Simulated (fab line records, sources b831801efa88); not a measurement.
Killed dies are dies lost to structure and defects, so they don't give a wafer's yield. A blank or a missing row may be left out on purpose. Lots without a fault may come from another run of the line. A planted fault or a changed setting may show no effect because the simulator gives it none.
One fault seen from 2 desks | flow sky130 | each desk has only its own numbers; what lay behind them comes last

THE TOOL OWNER'S DESK: pecvd-04
The tool's own readings at SKY_CONTACT_CVD_00 (deposits Si3N4, target thk 75 nm): means of the sampled wafers that have a number, for each lot that ran on this tool. A lot is out of limits, marked OUT, if its mean lies more than 4 standard deviations from the usual mean; the brackets give that distance.
Columns: A = heater_power_w at SKY_CONTACT_CVD_00, usual 739 W
lot  | first seen here | A
L574 | day 29 20:34    | 683
L575 | day 30 04:00    | 749
L579 | day 31 22:41    | 782
L589 | day 35 02:28    | 828
L591 | day 35 14:28    | 764
This desk's finding: nothing out of limits on any of the 5 lots.

THE METROLOGY DESK
What the gauges read, lot by lot, whatever tool the lot ran on: means of the sampled wafers that have a number. A lot is out of limits, marked OUT, if its mean lies more than 4 standard deviations from the usual mean; the brackets give that distance.
Columns: A = cd_nm at SKY_LOCAL_INTERCONNECT_CD_MEAS_11, usual 170.3 nm; B = CONTACT_CVD_00_THK at SKY_CONTACT_THK_MEAS_01, usual 75.0 nm; C = cd_nm at SKY_CONTACT_CD_MEAS_14, usual 170.1 nm
lot  | first seen here | A     | B              | C
L574 | day 29 19:42    | 169.8 | 74.4           | 169.2
L575 | day 30 03:07    | 172.0 | 74.8           | 169.1
L577 | day 31 08:01    | 169.6 | 73.9           | 168.4
L578 | day 31 17:41    | 169.0 | 75.1           | 169.7
L579 | day 31 21:47    | 169.3 | 75.1           | 170.2
L584 | day 33 16:41    | 171.2 | 73.6           | 171.1
L589 | day 35 01:28    | 170.1 | 41.6 (-39) OUT | 171.7
L591 | day 35 13:37    | 169.9 | 58.8 (-19) OUT | 167.8
L594 | day 37 17:15    | 168.3 | 74.7           | 170.3
L592 | day 37 18:43    | 172.5 | 74.4           | 170.0
L596 | day 37 20:22    | 170.8 | 75.6           | 168.0
This desk's finding: out of limits on L589, L591; first on L589, day 35 02:31 (CONTACT_CVD_00_THK at SKY_CONTACT_THK_MEAS_01). In limits: L574, L575, L577, L578, L579, L584, L594, L592, L596.

PUT TOGETHER
The metrology desk could have raised an alarm at day 35 02:31, on L589, L591.
The tool owner's desk saw nothing out of limits.
The tool owner's desk has L589, L591 on record, within its limits.
Of the lots named, all ran SKY_CONTACT_CVD_00 on pecvd-04.

WHAT THE SIMULATOR HAD PUT IN
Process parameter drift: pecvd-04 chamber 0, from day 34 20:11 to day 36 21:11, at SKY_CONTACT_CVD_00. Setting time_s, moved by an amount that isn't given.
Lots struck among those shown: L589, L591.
Hours from the fault's start to each desk's first reading out of limits: the metrology desk, 6.
